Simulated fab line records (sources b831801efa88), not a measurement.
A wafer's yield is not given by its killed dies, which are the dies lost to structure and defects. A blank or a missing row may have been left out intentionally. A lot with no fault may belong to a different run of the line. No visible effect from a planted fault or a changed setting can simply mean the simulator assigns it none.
A struck lot beside a sound one + flow sky130 + 34 out of 708 route steps
Sound: wafers L581.2, L581.4, L581.5. Struck: wafers L567.1, L567.2, L567.3. The cause is named last.
At each step with rows: each side's tool, then ch and its chambers, then its first start. Under that, the readings that differ: sound wafers + struck wafers + difference of the means + sigmas: that difference in standard deviations of wafers without a fault.
alike: words and numbers the same on both sides, and readings whose means are apart by under 2 such deviations; not compared: readings that were withheld, readings missing a value for some wafer, numbers with overlapping values and no deviation given by the record, and bounds like >300 which may hide the same value.
The two part at a step that has a row with sigmas, a row that says differs or no value, or rows on one side only. Non-overlapping numbers with no deviation appear without sigmas and do not part them. Lack of a reading on every wafer of one side parts them only where that side has two or more wafers.

first, 7 steps without rows for these wafers: SKY_SONOS_TUNNEL_DEVELOP_06 (develop time 60 s); SKY_SONOS_TUNNEL_IMPLANT_09; SKY_SONOS_TUNNEL_WET_ETCH_10 (etches SiO2 in dHF, target depth 14 nm, time 280 s); SKY_SONOS_TUNNEL_STRIP_11 (strips in SPM, time 600 s); SKY_SONOS_TUNNEL_CLEAN_13 (cleans in dHF, time 20 s); SKY_SONOS_ONO_OXIDATION_00 (stabilise 600 s, purge 300 s, target thk 2.6 nm); SKY_SONOS_ONO_CVD_02 (deposits Si3N4 from DCS/NH3, target thk 10.5 nm, time 180 s).
SKY_SONOS_ONO_CVD_04: deposits SiO2 from SiH4/N2O, target thk 5.7199 nm.
  sound on lpcvd-03 ch 0, day 18 18:19; struck on lpcvd-03 ch 1, day 14 05:41
| reading                                    | sound             | struck            | difference | sigmas |
|--------------------------------------------|-------------------|-------------------|------------|--------|
| spike_tc_bottom_C (C)                      | 916.4 916.8 916.0 | 935.2 935.2 935.7 | +19.0      | +17    |
| spike_tc_centre_C (C)                      | 900.9 900.6 900.0 | 915.4 917.5 917.4 | +16.3      | +17    |
| spike_tc_lower_C (C)                       | 900.3 900.5 900.1 | 916.5 916.7 918.5 | +16.9      | +17    |
| spike_tc_top_C (C)                         | 905 908 907       | 934 936 932       | +27        | +6     |
| spike_tc_upper_C (C)                       | 898.6 901.6 901.0 | 917.9 916.9 916.5 | +16.7      | +17    |
| susceptor_temp_C (C)                       | 899.9 899.7 899.4 | 917.5 917.7 917.7 | +18.0      | +45    |
| zone_power_centre_pct (%)                  | 18.50 18.44 18.46 | 19.51 19.72 19.66 | +1.16      | +5     |
| zone_power_lower_pct (%)                   | 18.81 18.80 19.04 | 19.86 19.82 19.70 | +0.91      | +5     |
| model.SiO2_of_SONOS_ONO_CVD_04.thk_nm (nm) | 5.62 5.629 5.58   | 7.801 7.665 7.648 | +2.095     |        |
SKY_SONOS_ONO_THK_MEAS_05:
  sound on film_metro-03, day 18 19:35; struck on film_metro-03, day 14 06:56
| reading                   | sound          | struck         | difference | sigmas |
|---------------------------|----------------|----------------|------------|--------|
| SONOS_ONO_CVD_04_THK (nm) | 5.63 5.62 5.63 | 7.83 7.66 7.62 | +2.08      | +17    |
then, 23 steps without rows for these wafers: SKY_SONOS_ONO_DEHYDRATE_06 (time 60 s); SKY_SONOS_ONO_HMDS_07 (prime time 60 s); SKY_SONOS_ONO_COAT_08 (resist thk 1140 nm); SKY_SONOS_ONO_SOFTBAKE_09 (time 60 s); SKY_SONOS_ONO_EXPOSE_10 (exposes mask ONOM, target cd 410 nm); SKY_SONOS_ONO_PEB_11; SKY_SONOS_ONO_DEVELOP_12 (develop time 60 s); SKY_SONOS_ONO_ETCH_15 (etches the open film in CHF3/O2, target depth 19.52 nm, time 7.8 s); SKY_SONOS_ONO_WET_ETCH_16 (etches SiO2 in dHF, target depth 14 nm, time 276.5 s); SKY_SONOS_ONO_STRIP_17 (strips in O2/N2); SKY_SONOS_ONO_WET_ETCH_18 (etches Si3N4 in H3PO4, target depth 15 nm, time 172 s); SKY_GATE_OXIDE_CLEAN_00 (cleans in SC1/SC2, time 150 s); SKY_GATE_OXIDE_OXIDATION_01 (stabilise 600 s, purge 300 s, target thk 10.268 nm); SKY_GATE_OXIDE_DEHYDRATE_03 (time 60 s); SKY_GATE_OXIDE_HMDS_04 (prime time 60 s); SKY_GATE_OXIDE_COAT_05 (resist thk 1140 nm); SKY_GATE_OXIDE_SOFTBAKE_06 (time 60 s); SKY_GATE_OXIDE_EXPOSE_07 (exposes mask LVOM, target cd 600 nm); SKY_GATE_OXIDE_PEB_08; SKY_GATE_OXIDE_DEVELOP_09 (develop time 60 s); SKY_GATE_OXIDE_IMPLANT_11; SKY_GATE_OXIDE_WET_ETCH_12 (etches SiO2 in dHF, target depth 16.8 nm, time 336 s); SKY_GATE_OXIDE_STRIP_13 (strips in O2/N2).
-- the record jumps here: 2 days lie between the struck wafers' starts before and after --
SKY_GATE_OXIDE_CLEAN_15: cleans in SC1/SC2, time 150 s.
  sound on wet_bench-01 ch 3, day 21 12:29; struck on wet_bench-01 ch 3, day 16 17:02
| reading                                    | sound             | struck            | difference | sigmas |
|--------------------------------------------|-------------------|-------------------|------------|--------|
| model.SiO2_of_SONOS_ONO_CVD_04.thk_nm (nm) | 4.085 4.094 4.045 | 6.274 6.135 6.119 | +2.101     |        |
-- record jumps: 31 days separate the struck wafers' starts on either side; left off in module GATE_OXIDE, taken up again in module PAD_OPEN, whose first shown step is the route's number 708 --
SKY_PAD_OPEN_PROBE_99:
  sound on prober-01, day 50 17:23; struck on prober-02, day 47 22:24
| reading                                     | sound                | struck                  | difference | sigmas |
|---------------------------------------------|----------------------|-------------------------|------------|--------|
| model.etest.sonos_erased.drive_ua_um        | 188.7 174.9 195.6    | 41.73 69.65 56.41       | -130.47    |        |
| model.etest.sonos_uncharged.r_on_ohm_um     | 806.2 808.6 796.3    | 879 873.8 887           | +76        |        |
| model.etest.sonos_programmed.off_log10_a_um | -13.72 -14.12 -13.93 | -5.332 -5.84 -6.02      | +8.193     |        |
| model.etest.cap_ono.gate_bv_v (V)           | 16.04 16.4 16.31     | 18.82 18.73 18.88       | +2.56      |        |
| model.etest.cap_ono.tox_acc_nm (nm)         | 12.81 12.86 12.76    | 15.12 14.98 15.02       | +2.23      |        |
| model.etest.sonos_erased.vt_v (V)           | -2.321 -2.277 -2.351 | -0.8034 -0.9927 -0.9304 | +1.4075    |        |
| model.etest.sonos_programmed.vt_v (V)       | 1.514 1.45 1.478     | 0.08221 0.1601 0.1656   | -1.34470   |        |
| model.etest.cap_ono.under_floor             | 0 0 0                | 1 1 1                   | +1         |        |
  alike: killed_at_M0_to_M3, killed_at_M4_up, killed_at_contacts, killed_at_front_end, killed_at_other, killed_dies, killed_open, killed_short

WHERE THEY PART
Earliest at SKY_SONOS_ONO_CVD_04; latest, in this record, at SKY_SONOS_ONO_THK_MEAS_05. Later steps at which nothing parts them and some readings are alike: SKY_PAD_OPEN_PROBE_99.

WHY: the cause the simulator had injected
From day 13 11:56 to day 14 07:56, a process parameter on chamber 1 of lpcvd-03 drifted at SKY_SONOS_ONO_CVD_04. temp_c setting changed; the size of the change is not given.
